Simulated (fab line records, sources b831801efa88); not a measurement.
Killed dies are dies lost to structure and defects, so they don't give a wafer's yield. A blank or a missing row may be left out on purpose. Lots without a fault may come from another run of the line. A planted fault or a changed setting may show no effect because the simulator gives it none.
Which tool did it? | flow sky130 | 13 lots, 36 wafers sampled, at 3 steps of a route of 708

WHAT THE GAUGES READ, wafer by wafer
SKY_SONOS_ONO_THK_MEAS_01. Usual: SONOS_ONO_OXIDATION_THK 2.60 nm, standard deviation 0.048.
lot  | measured     | on            | SONOS_ONO_OXIDATION_THK (nm) | flag
L122 | day 11 19:55 | film_metro-02 | 2.55 2.58 2.64               |
L123 | day 12 08:32 | film_metro-04 | 2.53 2.57 2.57               |
L130 | day 14 04:25 | film_metro-04 | 2.64 2.54                    |
L131 | day 14 12:02 | film_metro-04 | 2.56 2.63                    |
L133 | day 15 02:25 | film_metro-02 | 2.62 2.57                    |
L135 | day 15 17:32 | film_metro-03 | 2.70 2.63 2.64               |
L139 | day 17 00:33 | film_metro-04 | 2.61 2.58 2.59               |
L140 | day 17 12:23 | film_metro-03 | 2.55 2.59 2.64               |
L141 | day 17 15:00 | film_metro-02 | 2.53 2.52 2.57               |
L142 | day 18 02:13 | film_metro-04 | 2.62 2.62 2.60               |
L143 | day 18 12:57 | film_metro-02 | 2.63 2.65 2.65               |
L144 | day 18 17:39 | film_metro-04 | 2.59 2.59 2.59               |
L145 | day 18 21:56 | film_metro-03 | 2.71 2.68 2.68               |

SKY_SONOS_ONO_THK_MEAS_03. Usual: SONOS_ONO_CVD_02_THK 10.52 nm, standard deviation 0.12.
lot  | measured     | on            | SONOS_ONO_CVD_02_THK (nm) | flag
L122 | day 11 21:34 | film_metro-02 | 10.61 10.70 10.69         |
L123 | day 12 10:53 | film_metro-03 | 10.59 10.66 10.66         |
L130 | day 14 06:03 | film_metro-04 | 10.59 10.55               |
L131 | day 14 14:52 | film_metro-04 | 10.64 10.42               |
L133 | day 15 05:31 | film_metro-04 | 10.42 10.33               |
L135 | day 15 18:41 | film_metro-04 | 10.45 10.45 10.52         |
L139 | day 17 02:19 | film_metro-02 | 10.50 10.46 10.56         |
L140 | day 17 13:35 | film_metro-03 | 10.84 10.70 10.63         |
L141 | day 17 16:33 | film_metro-03 | 10.44 10.40 10.55         |
L142 | day 18 03:19 | film_metro-02 | 10.77 10.58 10.66         |
L143 | day 18 15:35 | film_metro-03 | 10.42 10.38 10.35         |
L144 | day 18 18:46 | film_metro-02 | 10.42 10.38 10.44         |
L145 | day 18 23:02 | film_metro-04 | 10.79 10.58 10.57         |

SKY_SONOS_ONO_THK_MEAS_05. Usual: SONOS_ONO_CVD_04_THK 5.75 nm, standard deviation 0.12.
lot  | measured     | on            | SONOS_ONO_CVD_04_THK (nm) | flag
L122 | day 11 22:52 | film_metro-03 | 5.79 5.87 5.80            |
L123 | day 12 12:50 | film_metro-04 | 5.99 5.91 6.02            |
L130 | day 14 07:22 | film_metro-03 | 5.72 5.62                 |
L131 | day 14 16:11 | film_metro-02 | 5.80 5.76                 |
L133 | day 15 06:49 | film_metro-02 | 5.95 5.95                 |
L135 | day 15 19:59 | film_metro-04 | 5.77 5.70 5.79            |
L139 | day 17 03:37 | film_metro-03 | 5.53 5.63 5.58            |
L140 | day 17 14:53 | film_metro-03 | 5.62 5.53 5.47            |
L141 | day 17 17:52 | film_metro-02 | 5.89 5.84 5.81            |
L142 | day 18 04:38 | film_metro-04 | 5.62 5.76 5.63            |
L143 | day 18 17:31 | film_metro-02 | 5.62 5.63 5.67            |
L144 | day 18 20:41 | film_metro-02 | 5.57 5.59 5.61            |
L145 | day 19 00:21 | film_metro-03 | 5.63 5.82 5.61            |

WHICH TOOL RAN EACH LOT (tool, then ch and the chambers of the sampled wafers, then the start)
The record holds no process step before these readings.

WHAT THE TOOLS THEMSELVES READ (means of the sampled wafers that have a number; where no wafer has one, the mark that the record gives instead)
The record holds no such reading with a usual standard deviation.

THE ANSWER, worked out from the rows above alone
Rule: a lot is off if the mean of its wafers that have a number lies more than 3 standard deviations from the usual mean. A lot without any number at a reading at which 4 lots or more have one is off too. The other lots that the step has rows for count as sound. The gauges are gone through in route order, then the tools' own readings, and for those a lot's mean is taken as printed above. The first step at which some lot is off is used, and at that step the reading that is off furthest; a lot without a number counts as furthest.
No lot is off at any reading shown: from this, nothing can be told.

WHAT THE SIMULATOR HAD PUT IN
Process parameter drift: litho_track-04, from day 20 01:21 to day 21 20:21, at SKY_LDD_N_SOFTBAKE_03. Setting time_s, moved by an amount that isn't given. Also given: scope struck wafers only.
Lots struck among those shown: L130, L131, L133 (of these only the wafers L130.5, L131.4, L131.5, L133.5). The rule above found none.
